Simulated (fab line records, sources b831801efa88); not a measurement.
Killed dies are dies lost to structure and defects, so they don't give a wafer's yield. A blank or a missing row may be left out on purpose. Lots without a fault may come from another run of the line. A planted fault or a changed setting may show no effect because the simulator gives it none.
One fault seen from 2 desks | flow gf180mcu | each desk has only its own numbers; what lay behind them comes last

THE TOOL OWNER'S DESK: pvd_sputter-03
The tool's own readings at GF_M1_SPUTTER_01 (material TiN, target thk 30 nm, time 25 s): means of the sampled wafers that have a number, for each lot that ran on this tool. A lot is out of limits, marked OUT, if its mean lies more than 4 standard deviations from the usual mean; the brackets give that distance.
Columns: A = cathode_dc_power_W at GF_M1_SPUTTER_01, usual 6500.0 W; B = throttle_valve_pct at GF_M1_SPUTTER_01, usual 30.2 %
lot  | first seen here | A      | B
L527 | day 21 04:14    | 6500.8 | 30.8
L528 | day 21 12:41    | 6499.0 | 29.8
L531 | day 22 15:28    | 6499.5 | 30.0
This desk's finding: nothing out of limits on any of the 3 lots.

THE METROLOGY DESK
What the gauges read, lot by lot, whatever tool the lot ran on: means of the sampled wafers that have a number. A lot is out of limits, marked OUT, if its mean lies more than 4 standard deviations from the usual mean; the brackets give that distance.
Columns: A = CONTACT_W_RS at GF_CONTACT_RS_MEAS_25, usual 0.385 ohm/sq; B = CONTACT_W_THK at GF_CONTACT_THK_MEAS_26, usual 291 nm
lot  | first seen here | A     | B
L519 | day 18 06:43    | 0.388 | 290
L527 | day 21 03:40    | 0.382 | 291
L528 | day 21 12:10    | 0.385 | 289
L531 | day 22 14:55    | 0.384 | 292
L532 | day 23 00:04    | 0.386 | 288
L537 | day 24 14:27    | 0.383 | 293
This desk's finding: nothing out of limits on any of the 6 lots.

PUT TOGETHER
The tool owner's desk saw nothing out of limits.
The metrology desk saw nothing out of limits.

WHAT THE SIMULATOR HAD PUT IN
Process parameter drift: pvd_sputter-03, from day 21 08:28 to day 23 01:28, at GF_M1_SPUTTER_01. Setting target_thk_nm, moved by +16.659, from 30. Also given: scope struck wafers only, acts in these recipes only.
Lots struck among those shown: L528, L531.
